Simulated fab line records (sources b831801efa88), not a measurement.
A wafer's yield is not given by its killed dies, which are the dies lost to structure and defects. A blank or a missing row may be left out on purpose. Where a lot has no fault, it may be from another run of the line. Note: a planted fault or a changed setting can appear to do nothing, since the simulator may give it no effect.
Commonality check across tools -- flow gf180mcu -- 13 lots and 39 wafers in the sample

== THE REASON FOR OPENING IT ==
2 of 13 lots carry a flag on the reading VT_IMPLANT_4_TW at GF_VT_IMPLANT_TW_MEAS_43. No-fault wafers: 692, standard deviation 3.7.
Rule: flag the lot when none of its wafers has a number, or when each of its wafers that has one lies beyond 4 standard deviations from that mean. As for the other lots, they are considered sound.

lot,measured,on,"VT_IMPLANT_4_TW, wafer by wafer",flag
L120,day 7 16:37,film_metro-02,687 690 686,
L121,day 7 20:23,film_metro-04,697 697 700,
L123,day 8 17:37,film_metro-02,691 691 690,
L127,day 9 16:02,film_metro-03,667 669 671,FLAGGED
L128,day 9 19:47,film_metro-02,689 682 690,
L130,day 10 10:40,film_metro-02,669 672 670,FLAGGED
L133,day 11 09:36,film_metro-04,694 695 691,
L134,day 11 17:07,film_metro-04,695 693 690,
L136,day 12 05:41,film_metro-04,692 695 693,
L138,day 12 17:55,film_metro-02,688 694 690,
L141,day 13 13:53,film_metro-02,691 693 692,
L142,day 13 23:53,film_metro-03,691 690 690,
L143,day 14 04:34,film_metro-02,692 689 692,
The numbers of the flagged lots are 670 on average: -22 against the usual, or -6 standard deviations.

== WHICH TOOL EACH LOT WENT THROUGH ==
2 process steps preceding the reading are held in the record, out of 602 steps in the route. Every cell lists first the tool, next ch and the chambers used by the sampled wafers, and last the start.
lot,flag,GF_VT_IMPLANT_STRIP_20,GF_VT_IMPLANT_IMPLANT_41
L120,,"plasma_asher-03 ch 0,1, day 6 08:16","implanter-02 ch 0, day 7 16:23"
L121,,"plasma_asher-03 ch 0,1, day 6 12:52","implanter-01 ch 0, day 7 20:09"
L123,,"plasma_asher-04 ch 0,1, day 7 08:05","implanter-02 ch 0, day 8 17:22"
L127,FLAGGED,"plasma_asher-01 ch 0,1, day 8 04:29","implanter-02 ch 0, day 9 15:47"
L128,,"plasma_asher-04 ch 1, day 8 09:13","implanter-01 ch 0, day 9 19:32"
L130,FLAGGED,"plasma_asher-04 ch 1, day 8 23:01","implanter-02 ch 0, day 10 10:25"
L133,,"plasma_asher-04 ch 0,1, day 9 20:15","implanter-01 ch 0, day 11 09:23"
L134,,"plasma_asher-01 ch 0,1, day 10 03:08","implanter-01 ch 0, day 11 16:52"
L136,,"plasma_asher-04 ch 0,1, day 10 16:03","implanter-03 ch 0, day 12 05:28"
L138,,"plasma_asher-03 ch 0,1, day 11 02:35","implanter-01 ch 0, day 12 17:40"
L141,,"plasma_asher-04 ch 0,1, day 11 22:06","implanter-03 ch 0, day 13 13:40"
L142,,"plasma_asher-01 ch 0,1, day 12 07:01","implanter-01 ch 0, day 13 23:40"
L143,,"plasma_asher-03 ch 0,1, day 12 11:18","implanter-02 ch 0, day 14 04:19"
What these steps do:
- GF_VT_IMPLANT_STRIP_20: strips in O2/N2.
- GF_VT_IMPLANT_IMPLANT_41
- GF_VT_IMPLANT_TW_MEAS_43

== FLAGGED AGAINST TOTAL, ONE TOOL AT A TIME (gauges that did the reading follow at the end) ==
step,tool,lots run,flagged,share of the flagged lots,sound lots run after its first flagged lot
GF_VT_IMPLANT_STRIP_20,plasma_asher-01,3,1,some,"2 (L134,L142)"
GF_VT_IMPLANT_STRIP_20,plasma_asher-03,4,0,none,-
GF_VT_IMPLANT_STRIP_20,plasma_asher-04,6,1,some,"3 (L133,L136,L141)"
GF_VT_IMPLANT_IMPLANT_41,implanter-01,6,0,none,-
GF_VT_IMPLANT_IMPLANT_41,implanter-02,5,2,all,1 (L143)
GF_VT_IMPLANT_IMPLANT_41,implanter-03,2,0,none,-
GF_VT_IMPLANT_TW_MEAS_43,film_metro-02,7,1,some,"3 (L138,L141,L143)"
GF_VT_IMPLANT_TW_MEAS_43,film_metro-03,2,1,some,1 (L142)
GF_VT_IMPLANT_TW_MEAS_43,film_metro-04,4,0,none,-

== WHAT THE TABLE PERMITS ==
Rows of the table that ran each flagged lot: 1, that is implanter-02 at GF_VT_IMPLANT_IMPLANT_41.
- implanter-02 at GF_VT_IMPLANT_IMPLANT_41: 2 of its 5 lots flagged. Lots that were sound ran on it after the first flagged one (L143); a persistent fault on the entire tool would not allow that. Its own readings (dose_ions_cm2, faraday_current_uA) fall more than 4 standard deviations out on all wafers of the flagged lots.
Every row of the table either missed a flagged lot or ran a sound lot after the first.

== WHAT THE SIMULATOR HAD PUT IN ==
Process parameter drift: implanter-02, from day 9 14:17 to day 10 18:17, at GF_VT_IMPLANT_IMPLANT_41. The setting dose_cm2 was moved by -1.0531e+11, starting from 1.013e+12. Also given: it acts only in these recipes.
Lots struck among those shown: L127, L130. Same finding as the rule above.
